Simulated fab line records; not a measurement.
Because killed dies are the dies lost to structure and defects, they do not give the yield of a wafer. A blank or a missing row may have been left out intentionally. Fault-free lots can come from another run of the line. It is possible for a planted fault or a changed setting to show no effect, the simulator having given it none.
fab line records    flow gf180mcu
[record] lots = 5  wafers = 23
route steps=602 shown STI@2 DNWELL@34 NWELL@44 LVPWELL@56 MVSD@74 MVPSD@87 VT_IMPLANT@98
start_h: hours from the record's first day to the start of the lot's first wafer shown    wait_h: hours elapsed since this lot's preceding step    " as in the row above    L1.1+2: a row that stands for several wafers    - no value present, or no start provided    * or withheld: withheld    < > ~ a bound
route shown NAME@n: names a module that has steps shown in the file, with the first one's number in the route    usual: mean and standard deviation over wafers with no fault    same: alike in all rows    chamber/n: place in a boat    sites: the reading at each site    _std_site: how widely they spread, as a standard deviation    _edge_site: the outer-site mean with the inner-site mean subtracted    radius_mm: for every site, how far away it sits from the centre of the wafer    mask NAME#n: copy n    behind: the most recent tool/chamber to have shaped the wafer    hold: why the lot went on hold/how many hours it stayed there/how the hold came to an end    device: whichever transistor did not switch (one of n, p or np)    end of line: tests run on the same wafers once the route is complete    where a step has no rows: the recipe by itself    killed: not the wafer's yield, but the dies lost to structure and defects at the first sort    map: a wafer's dies, marking killed ones x, the rest . and places with no die _
set.NAME: setting as actually run; set.NAME@STEP: the setting as run at that earlier step    model.NAME: the simulator's own value behind a step, which no gauge read
one table per step and one row per wafer, for lots whose settings were changed on purpose
[[steps]]
[step GF_STI_OXIDATION_01]
[recipe] temp_c = 900  ambient = O2  stabilise_s = 600  purge_s = 300  target_thk_a = 100  ox_time_s = 1418
lot.wafer  tool        chamber  start_h  wait_h  set.ox_time_s  model.SiO2_of_STI_OXIDATION_01.thk_nm
L076.1     furnace-02  0        22.02    2.0     1418           10.17
L076.5+6   "           0        "        "       1418           10.12
L078.1     -           -        -        0.1     1567           10.56
L078.2     "           -        "        "       1567           10.67
L078.4     "           -        "        "       1567           10.63
L078.5     "           -        "        "       1567           10.62
L078.6     "           -        "        "       1567           10.71
L082.1     -           -        -        0.1     1418           10.21
L082.2     "           -        "        "       1418           10
L082.3     "           -        "        "       1418           10.16
L082.4     "           -        "        "       1418           10.25
L082.5     "           -        "        "       1418           10.02
L083.2     -           -        -        0.1     1418           10.03
L083.3     "           -        "        "       1418           9.946
L083.4     "           -        "        "       1418           9.905
L083.5+6   "           -        "        "       1418           9.907
L084.2     -           -        -        0.1     1353           9.523
L084.3     "           -        "        "       1353           9.644
L084.4     "           -        "        "       1353           9.431
L084.5     "           -        "        "       1353           9.333
L084.6     "           -        "        "       1353           9.647
[step GF_STI_ETCH_13]
[recipe] chemistry = CHF3/O2  stop_on = Si  over_etch_frac = 0.3  target_depth_a = 2823.1  source_w = 600  bias_w = 200  pressure_mtorr = 40  chf3_flow_sccm = 50  O2_flow_sccm = 5  time_s = 112.9
lot.wafer  tool         chamber  start_h  wait_h  set.time_s  model.KrF_of_STI_COAT_07.thk_nm
L076.1     rie_diel-02  1        39.44    0.1     112.9       437.9
L076.5     "            1        "        "       112.9       438.5
L076.6     "            0        "        "       112.9       443.1
L078.1     rie_diel-02  1        46.64    0.1     112.9       438.2
L078.2     "            0        "        "       118.1       434.3
L078.4     "            2        "        "       118.1       428
L078.5     "            0        "        "       112.9       444.1
L078.6     "            1        "        "       118.1       430
L082.1     rie_diel-01  2        67.06    0.1     98.88       463
L082.2     "            0        "        "       112.9       443.6
L082.3     "            1        "        "       98.88       467.2
L082.4     "            3        "        "       112.9       433.1
L082.5     "            2        "        "       98.88       466.3
L083.2     rie_diel-02  3        71.91    0.1     112.9       447.3
L083.3     "            0        "        "       123         424.8
L083.4     "            1        "        "       123         418.2
L083.5     "            2        "        "       112.9       438.1
L083.6     "            1        "        "       123         415.8
L084.2     rie_diel-02  0        76.90    0.1     112.9       443.7
L084.3     "            3        "        "       112.9       444.1
L084.4     "            2        "        "       124.9       413.3
L084.5     "            0        "        "       124.9       419.3
L084.6     "            3        "        "       124.9       419.4
[step GF_STI_ETCH_14]
[recipe] target = Si  chemistry = HBr/Cl2/O2  target_depth_nm = 360  icp_w = 600  bias_w = 150  pressure_mtorr = 15  HBr_flow_sccm = 150  Cl2_flow_sccm = 40  O2_flow_sccm = 6  time_s = 105.6
[step GF_STI_STRIP_15]
[recipe] chemistry = O2/N2  power_w = 1400  pressure_mtorr = 1500  platen_temp_c = 250  o2_flow_sccm = 3000  n2_flow_sccm = 300  overash_fraction = 0.5
[usual] strip_time_to_endpoint_s = 3.71/0.053
lot.wafer  tool             chamber  start_h  wait_h  set.time_s@STI_ETCH_13  strip_time_to_endpoint_s
L076.1     plasma_asher-01  0        39.59    0.0     112.9                   3.71
L076.5     "                1        "        "       112.9                   3.70
L076.6     "                0        "        "       112.9                   3.74
L078.1     plasma_asher-04  0        46.79    0.0     112.9                   3.68
L078.2     "                1        "        "       118.1                   3.67
L078.4     "                1        "        "       118.1                   3.57
L078.5     "                0        "        "       112.9                   3.77
L078.6     "                1        "        "       118.1                   3.60
L082.1     plasma_asher-01  1        67.21    0.0     98.88                   3.94
L082.2     "                0        "        "       112.9                   3.72
L082.3     "                0        "        "       98.88                   3.99
L082.4     "                1        "        "       112.9                   3.60
L082.5     "                0        "        "       98.88                   3.97
L083.2     plasma_asher-01  0        72.06    0.0     112.9                   3.79
L083.3     "                0        "        "       123                     3.51
L083.4     "                1        "        "       123                     3.48
L083.5     "                0        "        "       112.9                   3.69
L083.6     "                1        "        "       123                     3.45
L084.2     plasma_asher-01  0        77.06    0.0     112.9                   3.76
L084.3     "                1        "        "       112.9                   3.73
L084.4     "                0        "        "       124.9                   3.42
L084.5     "                0        "        "       124.9                   3.48
L084.6     "                1        "        "       124.9                   3.49
[step GF_STI_WET_ETCH_26]
[recipe] chemistry = dHF  target_depth_nm = 94  target = SiO2  temp_c = 25  dilution = 10:1  time_s = 188
lot.wafer  tool          chamber  start_h  wait_h  set.time_s  model.SiO2_of_STI_CVD_23.thk_nm
L076.1     wet_bench-03  0        43.16    0.2     188         430.1
L076.5     "             0        "        "       188         429.5
L076.6     "             0        "        "       188         431
L078.1     -             -        -        0.1     188         431.6
L078.2     "             -        "        "       188         431.8
L078.4     "             -        "        "       188         431.5
L078.5     "             -        "        "       188         432.6
L078.6     "             -        "        "       188         430.5
L082.1     -             -        -        0.1     195.8       427.7
L082.2     "             -        "        "       195.8       426.9
L082.3     "             -        "        "       195.8       426.4
L082.4     "             -        "        "       195.8       426.7
L082.5     "             -        "        "       195.8       427
L083.2     -             -        -        0.1     188         431.2
L083.3     "             -        "        "       188         429
L083.4     "             -        "        "       188         432.3
L083.5     "             -        "        "       188         430.2
L083.6     "             -        "        "       188         429.5
L084.2     -             -        -        0.1     206.5       419.1
L084.3     "             -        "        "       206.5       418.9
L084.4     "             -        "        "       206.5       419.9
L084.5     "             -        "        "       206.5       419
L084.6     "             -        "        "       206.5       421.5
[step GF_DNWELL_COAT_02]
[recipe] spin_rpm = 2000  resist_thk_nm = 3000
lot.wafer  tool            chamber  start_h  wait_h  set.resist_thk_nm  model.coat_of_DNWELL_COAT_02.thk_nm
L076.1     litho_track-01  0        50.99    0.1     3000               3005
L076.5     "               0        "        "       3000               2998
L076.6     "               0        "        "       3000               3003
L078.1     litho_track-01  0        59.14    0.1     3000               3005
L078.2     "               0        "        "       3000               3001
L078.4     "               0        "        "       2855               2859
L078.5     "               0        "        "       3000               3000
L078.6     "               0        "        "       2855               2863
L082.1     litho_track-03  0        77.74    0.1     3000               3005
L082.2+4   "               0        "        "       3000               3004
L082.3     "               0        "        "       3000               3009
L082.5     "               0        "        "       3000               2997
L083.2     litho_track-01  0        83.31    0.1     3000               2992
L083.3     "               0        "        "       3000               2997
L083.4+5   "               0        "        "       3000               2993
L083.6     "               0        "        "       3000               2991
L084.2     litho_track-03  0        88.41    0.1     3000               2995
L084.3     "               0        "        "       3000               3001
L084.4     "               0        "        "       3000               2997
L084.5     "               0        "        "       2949               2951
L084.6     "               0        "        "       2949               2956
[step GF_DNWELL_SOFTBAKE_03]
[recipe] temp_c = 110.8  time_s = withheld
[step GF_DNWELL_EXPOSE_04]
[recipe] mask_id = DNWELL  target_cd_nm = 1700  na = 0.6  source_shape = conventional  sigma_outer = 0.6  dose_mj = 260
[step GF_DNWELL_DEVELOP_06]
[recipe] wall_angle_deg = 90  develop_time_s = 60  dev_temp_c = 23
[step GF_DNWELL_IMPLANT_07]
[recipe] species = P  energy_kev = 1500  dose_cm2 = 1e+13  tilt_deg = 0
[step GF_DNWELL_STRIP_08]
[recipe] chemistry = O2/N2  power_w = 1400  pressure_mtorr = 1500  platen_temp_c = 250  o2_flow_sccm = 3000  n2_flow_sccm = 300  overash_fraction = 0.5
[usual] strip_time_to_endpoint_s = 36.92/0.1
lot.wafer  tool             chamber  start_h  wait_h  set.resist_thk_nm@DNWELL_COAT_02  strip_time_to_endpoint_s
L076.1     plasma_asher-01  0        58.11    0.1     3000                              36.93
L076.5     "                0        "        "       3000                              36.84
L076.6     "                1        "        "       3000                              36.91
L078.1     plasma_asher-01  1        66.36    0.1     3000                              36.94
L078.2     "                0        "        "       3000                              36.90
L078.4     "                1        "        "       2855                              35.26
L078.5     "                1        "        "       3000                              36.88
L078.6     "                0        "        "       2855                              35.28
L082.1     plasma_asher-03  0        84.94    0.1     3000                              36.94
L082.2     "                1        "        "       3000                              36.90
L082.3     "                0        "        "       3000                              36.99
L082.4     "                1        "        "       3000                              36.90
L082.5     "                1        "        "       3000                              36.83
L083.2     plasma_asher-01  1        90.79    0.1     3000                              36.79
L083.3     "                1        "        "       3000                              36.83
L083.4     "                0        "        "       3000                              36.79
L083.5     "                1        "        "       3000                              36.78
L083.6     "                0        "        "       3000                              36.77
L084.2     plasma_asher-03  1        95.46    0.1     3000                              36.82
L084.3     "                0        "        "       3000                              36.87
L084.4     "                1        "        "       3000                              36.83
L084.5     "                0        "        "       2949                              36.33
L084.6     "                1        "        "       2949                              36.39
[step GF_NWELL_COAT_02]
[recipe] spin_rpm = 2000  resist_thk_nm = 3000
lot.wafer  tool            chamber  start_h  wait_h  set.resist_thk_nm  model.coat_of_NWELL_COAT_02.thk_nm
L076.1     litho_track-01  0        64.24    0.1     3000               2995
L076.5     "               0        "        "       3000               2993
L076.6     "               0        "        "       3000               2996
L078.1     litho_track-04  0        73.11    0.1     3000               2993
L078.2     "               0        "        "       2919               2910
L078.4     "               0        "        "       3000               2976
L078.5     "               0        "        "       3000               2997
L078.6     "               0        "        "       2919               2907
L082.1     litho_track-04  0        91.11    0.1     3000               2999
L082.2     "               0        "        "       3000               2997
L082.3     "               0        "        "       3000               3006
L082.4     "               0        "        "       3000               3008
L082.5     "               0        "        "       3000               3002
L083.2     litho_track-02  0        97.14    0.1     3000               3009
L083.3     "               0        "        "       3000               3008
L083.4     "               0        "        "       3000               2999
L083.5     "               0        "        "       3000               2998
L083.6     "               0        "        "       3000               3004
L084.2     litho_track-02  0        102.19   0.1     3000               3003
L084.3     "               0        "        "       3174               3174
L084.4     "               0        "        "       3000               2999
L084.5     "               0        "        "       3000               3011
L084.6     "               0        "        "       3174               3184
[step GF_NWELL_IMPLANT_09]
[recipe] species = P  energy_kev = 160  dose_cm2 = 4e+12  tilt_deg = 0
lot.wafer       tool          chamber  start_h  wait_h  set.dose_cm2
L076.1+5+6      implanter-01  0        71.57    0.1     4e+12
L078.1+4+6      implanter-04  0        80.30    0.1     3.593e+12
L078.2+5        "             0        "        "       4e+12
L082.1+2+3+4+5  implanter-04  0        97.57    0.1     4e+12
L083.2+6        implanter-01  0        103.98   0.1     3.321e+12
L083.3+4+5      "             0        "        "       4e+12
L084.2+3+6      implanter-01  0        109.03   0.1     4e+12
L084.4+5        "             0        "        "       3.305e+12
[step GF_NWELL_STRIP_10]
[recipe] chemistry = O2/N2  power_w = 1400  pressure_mtorr = 1500  platen_temp_c = 250  o2_flow_sccm = 3000  n2_flow_sccm = 300  overash_fraction = 0.5
[usual] strip_time_to_endpoint_s = 36.93/0.083
lot.wafer  tool             chamber  start_h  wait_h  set.resist_thk_nm@NWELL_COAT_02  strip_time_to_endpoint_s
L076.1     plasma_asher-01  0        71.72    0.1     3000                             36.89
L076.5     "                1        "        "       3000                             36.85
L076.6     "                0        "        "       3000                             36.91
L078.1     plasma_asher-01  1        80.45    0.1     3000                             36.88
L078.2     "                0        "        "       2919                             35.93
L078.4     "                1        "        "       3000                             36.67
L078.5     "                0        "        "       3000                             36.90
L078.6     "                1        "        "       2919                             35.89
L082.1     plasma_asher-04  0        97.72    0.1     3000                             36.96
L082.2     "                1        "        "       3000                             36.92
L082.3     "                1        "        "       3000                             37.03
L082.4     "                0        "        "       3000                             37.04
L082.5     "                1        "        "       3000                             36.97
L083.2     plasma_asher-04  1        104.10   0.1     3000                             37.06
L083.3     "                0        "        "       3000                             37.03
L083.4     "                1        "        "       3000                             36.95
L083.5     "                0        "        "       3000                             36.93
L083.6     "                1        "        "       3000                             36.98
L084.2     plasma_asher-04  1        109.15   0.1     3000                             36.99
L084.3     "                0        "        "       3174                             38.92
L084.4     "                1        "        "       3000                             36.94
L084.5     "                0        "        "       3000                             37.10
L084.6     "                1        "        "       3174                             39.04
[step GF_LVPWELL_COAT_02]
[recipe] spin_rpm = 2000  resist_thk_nm = 3000
lot.wafer   tool            chamber  start_h  wait_h  set.spin_rpm  model.coat_of_LVPWELL_COAT_02.thk_nm
L076.1      litho_track-04  0        78.21    0.1     2000          2999
L076.5      "               0        "        "       2000          2994
L076.6      "               0        "        "       2000          3003
L078.1      litho_track-03  0        86.99    0.1     1880          3097
L078.2      "               0        "        "       2000          3010
L078.4      "               0        "        "       1880          3101
L078.5      "               0        "        "       2000          3009
L078.6      "               0        "        "       2000          3005
L082.1      litho_track-03  0        103.79   0.1     1936          3044
L082.2      "               0        "        "       1936          3047
L082.3      "               0        "        "       1936          3046
L082.4      "               0        "        "       2000          2994
L082.5      "               0        "        "       2000          2997
L083.2+3+6  litho_track-02  0        110.49   0.1     2000          2991
L083.4      "               0        "        "       2000          2993
L083.5      "               0        "        "       2000          2984
L084.2      litho_track-04  0        116.69   0.1     2000          3005
L084.3      "               0        "        "       2000          3012
L084.4      "               0        "        "       2000          3004
L084.5      "               0        "        "       2000          2992
L084.6      "               0        "        "       2000          3007
[step GF_LVPWELL_STRIP_10]
[recipe] chemistry = O2/N2  power_w = 1400  pressure_mtorr = 1500  platen_temp_c = 250  o2_flow_sccm = 3000  n2_flow_sccm = 300  overash_fraction = 0.5
[usual] oes_product_au = 0.722/0.0046  strip_time_to_endpoint_s = 36.96/0.092
lot.wafer  tool             chamber  start_h  wait_h  set.pressure_mtorr  set.spin_rpm@LVPWELL_COAT_02  oes_product_au  strip_time_to_endpoint_s
L076.1     plasma_asher-02  1        85.50    0.1     1500                2000                          0.719           36.93
L076.5     "                1        "        "       1500                2000                          0.723           36.88
L076.6     "                0        "        "       1500                2000                          0.718           36.99
L078.1     plasma_asher-04  0        94.12    0.1     1313                1880                          0.702           39.68
L078.2     "                1        "        "       1313                2000                          0.702           38.65
L078.4     "                1        "        "       1313                1880                          0.706           39.75
L078.5     "                0        "        "       1313                2000                          0.701           38.65
L078.6     "                1        "        "       1313                2000                          0.698           38.59
L082.1     plasma_asher-04  1        111.17   0.1     1500                1936                          0.724           37.47
L082.2     "                0        "        "       1500                1936                          0.719           37.49
L082.3     "                0        "        "       1500                1936                          0.731           37.50
L082.4     "                1        "        "       1500                2000                          0.722           36.87
L082.5     "                1        "        "       1500                2000                          0.722           36.92
L083.2     plasma_asher-03  1        118.50   0.1     1284                2000                          0.699           38.75
L083.3     "                1        "        "       1284                2000                          0.694           38.74
L083.4     "                0        "        "       1284                2000                          0.696           38.77
L083.5     "                0        "        "       1284                2000                          0.704           38.67
L083.6     "                1        "        "       1284                2000                          0.697           38.73
L084.2     plasma_asher-03  1        124.32   0.1     1432                2000                          0.717           37.49
L084.3     "                0        "        "       1432                2000                          0.717           37.59
L084.4     "                1        "        "       1432                2000                          0.714           37.52
L084.5     "                0        "        "       1432                2000                          0.722           37.35
L084.6     "                1        "        "       1432                2000                          0.717           37.53
[step GF_MVSD_IMPLANT_08]
[recipe] species = P  energy_kev = 400  dose_cm2 = 1.6e+13  tilt_deg = 0
lot.wafer       tool          chamber  start_h  wait_h  set.energy_kev  model.implant.rp_nm  model.implant.drp_nm
L076.1+5+6      implanter-03  0        98.57    0.0     400             490.1                116.9
L078.1+2+6      implanter-03  0        107.42   0.0     430.5           554.6                121.2
L078.4+5        "             0        "        "       400             519                  116.9
L082.1+3        implanter-03  0        125.57   0.0     411.8           499.5                118.6
L082.2+4+5      "             0        "        "       400             486.6                116.9
L083.2+3+5      implanter-03  0        132.98   0.0     378.7           473.3                113.5
L083.4+6        "             0        "        "       400             497.1                116.9
L084.2+3+4+5+6  implanter-01  0        138.83   0.0     400             514.6                116.9
[step GF_MVPSD_IMPLANT_09]
[recipe] species = B  energy_kev = 40  dose_cm2 = 5e+12  tilt_deg = 0
lot.wafer       tool          chamber  start_h  wait_h  set.dose_cm2
L076.1+5+6      implanter-04  0        113.12   0.1     5e+12
L078.1+2+4      implanter-03  0        122.05   0.1     4.89e+12
L078.5+6        "             0        "        "       5e+12
L082.1+4        implanter-04  0        141.17   0.1     5.121e+12
L082.2+3+5      "             0        "        "       5e+12
L083.2+3+4+5+6  implanter-02  0        149.15   0.1     5e+12
L084.2+6        implanter-02  0        155.12   0.1     5e+12
L084.3+4+5      "             0        "        "       5.272e+12
[step GF_VT_IMPLANT_IMPLANT_08]
[recipe] species = BF2  energy_kev = 20  dose_cm2 = 8.29e+12  tilt_deg = 7
lot.wafer   tool          chamber  start_h  wait_h  set.energy_kev  model.implant.rp_nm  model.implant.drp_nm
L076.1+5+6  implanter-04  0        127.47   0.0     20              17.65                9.752
L078.1+4+5  implanter-01  0        136.65   0.0     20              17.56                9.752
L078.2+6    "             0        "        "       21.55           18.61                10.28
L082.1+2    implanter-01  0        157.65   0.0     20              16.64                9.752
L082.3+4+5  "             0        "        "       18.99           15.99                9.403
L083.2+4+6  implanter-01  0        164.83   0.0     21.6            18.42                10.29
L083.3+5    "             0        "        "       20              17.34                9.752
L084.2+5+6  implanter-03  0        170.97   0.0     18.68           17.04                9.295
L084.3+4    "             0        "        "       20              17.97                9.752
[step GF_VT_IMPLANT_STRIP_09]
[recipe] chemistry = O2/N2  power_w = 1400  pressure_mtorr = 1500  platen_temp_c = 250  o2_flow_sccm = 3000  n2_flow_sccm = 300  overash_fraction = 0.5
[step GF_VT_IMPLANT_TW_MEAS_10]
[usual] VT_IMPLANT_TW = 565/4.3
lot.wafer  tool           chamber  start_h  wait_h  set.energy_kev@VT_IMPLANT_IMPLANT_08  VT_IMPLANT_TW
L076.1     film_metro-02  -        127.72   0.1     20                                    561
L076.5     "              -        "        "       20                                    561
L076.6     "              -        "        "       20                                    561
L078.1     film_metro-02  -        136.90   0.1     20                                    560
L078.2     "              -        "        "       21.55                                 570
L078.4     "              -        "        "       20                                    563
L078.5     "              -        "        "       20                                    564
L078.6     "              -        "        "       21.55                                 574
L082.1     film_metro-02  -        157.90   0.1     20                                    563
L082.2     "              -        "        "       20                                    560
L082.3     "              -        "        "       18.99                                 554
L082.4     "              -        "        "       18.99                                 554
L082.5     "              -        "        "       18.99                                 553
L083.2     film_metro-02  -        165.06   0.1     21.6                                  574
L083.3     "              -        "        "       20                                    564
L083.4     "              -        "        "       21.6                                  578
L083.5     "              -        "        "       20                                    564
L083.6     "              -        "        "       21.6                                  576
L084.2     film_metro-03  -        171.21   0.1     18.68                                 558
L084.3     "              -        "        "       20                                    567
L084.4     "              -        "        "       20                                    572
L084.5     "              -        "        "       18.68                                 560
L084.6     "              -        "        "       18.68                                 559
[step GF_VT_IMPLANT_IMPLANT_30]
[recipe] species = B  energy_kev = 25  dose_cm2 = 2.534e+12  tilt_deg = 7
lot.wafer       tool          chamber  start_h  wait_h  set.dose_cm2
L076.1+5+6      implanter-01  0        158.30   0.0     2.534e+12
L078.1+2+4+5+6  implanter-01  0        167.55   0.0     2.534e+12
L082.1+3+5      implanter-01  0        190.25   0.0     2.534e+12
L082.2+4        "             0        "        "       2.158e+12
L083.2+3+4+5+6  implanter-04  0        198.33   0.0     2.534e+12
L084.2+4+6      implanter-04  0        204.63   0.0     2.979e+12
L084.3+5        "             0        "        "       2.534e+12
[step GF_VT_IMPLANT_STRIP_31]
[recipe] chemistry = O2/N2  power_w = 1400  pressure_mtorr = 1500  platen_temp_c = 250  o2_flow_sccm = 3000  n2_flow_sccm = 300  overash_fraction = 0.5
[step GF_VT_IMPLANT_TW_MEAS_32]
[usual] VT_IMPLANT_3_TW = 270.0/1.6
lot.wafer  tool           chamber  start_h  wait_h  set.dose_cm2@VT_IMPLANT_IMPLANT_30  VT_IMPLANT_3_TW
L076.1     film_metro-03  -        158.55   0.1     2.534e+12                           271.3
L076.5     "              -        "        "       2.534e+12                           271.4
L076.6     "              -        "        "       2.534e+12                           271.3
L078.1     film_metro-04  -        167.80   0.1     2.534e+12                           270.0
L078.2     "              -        "        "       2.534e+12                           270.2
L078.4     "              -        "        "       2.534e+12                           271.6
L078.5     "              -        "        "       2.534e+12                           270.7
L078.6     "              -        "        "       2.534e+12                           272.3
L082.1     film_metro-02  -        190.50   0.1     2.534e+12                           270.8
L082.2     "              -        "        "       2.158e+12                           257.7
L082.3     "              -        "        "       2.534e+12                           269.4
L082.4     "              -        "        "       2.158e+12                           256.6
L082.5     "              -        "        "       2.534e+12                           269.3
L083.2     film_metro-04  -        198.56   0.1     2.534e+12                           270.0
L083.3     "              -        "        "       2.534e+12                           270.5
L083.4     "              -        "        "       2.534e+12                           268.7
L083.5     "              -        "        "       2.534e+12                           269.7
L083.6     "              -        "        "       2.534e+12                           269.2
L084.2     film_metro-03  -        204.86   0.1     2.979e+12                           285.6
L084.3     "              -        "        "       2.534e+12                           269.7
L084.4     "              -        "        "       2.979e+12                           284.9
L084.5     "              -        "        "       2.534e+12                           273.3
L084.6     "              -        "        "       2.979e+12                           285.2
[[key]]
[split] step = GF_STI_OXIDATION_01  setting = ox_time_s  stated = 1418  by = lot
[response] step = GF_STI_OXIDATION_01  reading = model.SiO2_of_STI_OXIDATION_01.thk_nm  change = +0.0691  per = 1%  r = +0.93
[split] step = GF_STI_ETCH_13  setting = time_s  stated = 112.9  by = wafer
[response] step = GF_STI_ETCH_13  reading = model.KrF_of_STI_COAT_07.thk_nm  change = -2.37  per = 1%  r = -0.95
[response] step = GF_STI_STRIP_15  reading = strip_time_to_endpoint_s  change = *  per = 1%  r = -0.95
[split] step = GF_STI_WET_ETCH_26  setting = time_s  stated = 188  by = lot
[response] step = GF_STI_WET_ETCH_26  reading = model.SiO2_of_STI_CVD_23.thk_nm  change = -1.12  per = 1%  r = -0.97
[split] step = GF_DNWELL_COAT_02  setting = resist_thk_nm  stated = 3000  by = wafer
[response] step = GF_DNWELL_COAT_02  reading = model.coat_of_DNWELL_COAT_02.thk_nm  change = +28.9  per = 1%  r = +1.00
[response] step = GF_DNWELL_STRIP_08  reading = strip_time_to_endpoint_s  change = *  per = 1%  r = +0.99
[split] step = GF_NWELL_COAT_02  setting = resist_thk_nm  stated = 3000  by = wafer
[response] step = GF_NWELL_COAT_02  reading = model.coat_of_NWELL_COAT_02.thk_nm  change = +30  per = 1%  r = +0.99
[response] step = GF_NWELL_STRIP_10  reading = strip_time_to_endpoint_s  change = *  per = 1%  r = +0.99
[split] step = GF_NWELL_IMPLANT_09  setting = dose_cm2  stated = 4e+12  by = wafer
response none clear
[split] step = GF_LVPWELL_COAT_02  setting = spin_rpm  stated = 2000  by = wafer
[response] step = GF_LVPWELL_COAT_02  reading = model.coat_of_LVPWELL_COAT_02.thk_nm  change = -15.3  per = 1%  r = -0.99
[response] step = GF_LVPWELL_STRIP_10  reading = strip_time_to_endpoint_s  change = *  per = 1%  r = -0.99
[split] step = GF_LVPWELL_STRIP_10  setting = pressure_mtorr  stated = 1500  by = lot
[response] step = GF_LVPWELL_STRIP_10  reading = oes_product_au  change = +0.0017  per = 1%  r = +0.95
[split] step = GF_MVSD_IMPLANT_08  setting = energy_kev  stated = 400  by = wafer
[response] step = GF_MVSD_IMPLANT_08  reading = model.implant.rp_nm  change = +4.58  per = 1%  r = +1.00
[response] step = GF_MVSD_IMPLANT_08  reading = model.implant.drp_nm  change = +0.593  per = 1%  r = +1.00
[split] step = GF_MVPSD_IMPLANT_09  setting = dose_cm2  stated = 5e+12  by = wafer
response none in this file
[split] step = GF_VT_IMPLANT_IMPLANT_08  setting = energy_kev  stated = 20  by = wafer
[response] step = GF_VT_IMPLANT_IMPLANT_08  reading = model.implant.rp_nm  change = +0.136  per = 1%  r = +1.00
[response] step = GF_VT_IMPLANT_IMPLANT_08  reading = model.implant.drp_nm  change = +0.0682  per = 1%  r = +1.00
[response] step = GF_VT_IMPLANT_TW_MEAS_10  reading = VT_IMPLANT_TW  change = +1.42  per = 1%  r = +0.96
[split] step = GF_VT_IMPLANT_IMPLANT_30  setting = dose_cm2  stated = 2.534e+12  by = wafer
[response] step = GF_VT_IMPLANT_TW_MEAS_32  reading = VT_IMPLANT_3_TW  change = +0.813  per = 1%  r = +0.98
